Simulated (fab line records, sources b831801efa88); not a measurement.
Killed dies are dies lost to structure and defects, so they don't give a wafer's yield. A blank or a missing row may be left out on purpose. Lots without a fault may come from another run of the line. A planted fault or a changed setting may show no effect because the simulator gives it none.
Which tool did it? | flow sky130 | 7 lots, 21 wafers sampled, at 2 steps of a route of 708

WHAT THE GAUGES READ, wafer by wafer
SKY_LDD_N_OVL_MEAS_07.
lot  | measured     | on         | LDD_N_OVL (nm)
L292 | day 18 04:26 | overlay-02 | -0.6 -0.8 -2.3
L294 | day 18 23:38 | overlay-02 | 2.9 3.5 3.3
L296 | day 19 12:23 | overlay-02 | -0.4 -0.5 1.8
L300 | day 21 08:29 | overlay-01 | -47.3 -48.0 -46.4 -46.3 -47.8 -46.1
L308 | day 23 22:23 | overlay-02 | 2.2 1.4 2.9
L312 | day 25 06:17 | overlay-01 | 1.9 1.4 2.2
L314 | day 26 03:44 | overlay-01 | 4.5 2.6 1.9

WHICH TOOL RAN EACH LOT (tool, then ch and the chambers of the sampled wafers, then the start)
lot  | SKY_LDD_N_EXPOSE_04
L292 | iline_stepper-02 ch 0, day 17 13:52
L294 | iline_stepper-01 ch 0, day 18 09:22
L296 | iline_stepper-01 ch 0, day 18 20:59
L300 | iline_stepper-01 ch 0, day 20 17:18
L308 | iline_stepper-02 ch 0, day 23 07:25
L312 | iline_stepper-02 ch 0, day 24 15:49
L314 | iline_stepper-02 ch 0, day 25 13:26
- SKY_LDD_N_EXPOSE_04: exposes mask NTM, target cd 840 nm.

THE ANSWER, worked out from the rows above alone
Rule: what is usual is taken from the lots themselves. Put in order of their means at a reading, lots are off if they are a third of the lots or fewer, leave a main group of 4 or more, and stand apart from it by a gap of 3 or more times the standard deviation of the main group's means; of several such gaps the widest counts. A main group whose means are all the same, to the digits that the tables above print for the reading, isn't used. A lot without any number at a reading at which 4 lots or more have one is off too. The other lots that the step has rows for count as sound.
Off: L300, at SKY_LDD_N_OVL_MEAS_07 (LDD_N_OVL). The main group: mean 1.6 nm, standard deviation 1.6.
A tool fits if, at a process step before that reading, it ran every lot that is off, and no sound lot after the first of them. The gauges at SKY_LDD_N_OVL_MEAS_07 are tried like those tools. One fits: iline_stepper-01 at SKY_LDD_N_EXPOSE_04. Its last sound lot is L296 (day 18 20:59), its first lot that is off L300 (day 20 17:18): a fault that began between those two fits.

WHAT THE SIMULATOR HAD PUT IN
Scanner matching overlay: iline_stepper-01, from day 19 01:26 on, at SKY_LDD_N_EXPOSE_04. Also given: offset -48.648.
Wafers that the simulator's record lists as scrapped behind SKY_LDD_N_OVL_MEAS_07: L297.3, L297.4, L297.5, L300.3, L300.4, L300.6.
Lots struck among those shown: L300. The rule above found the same.
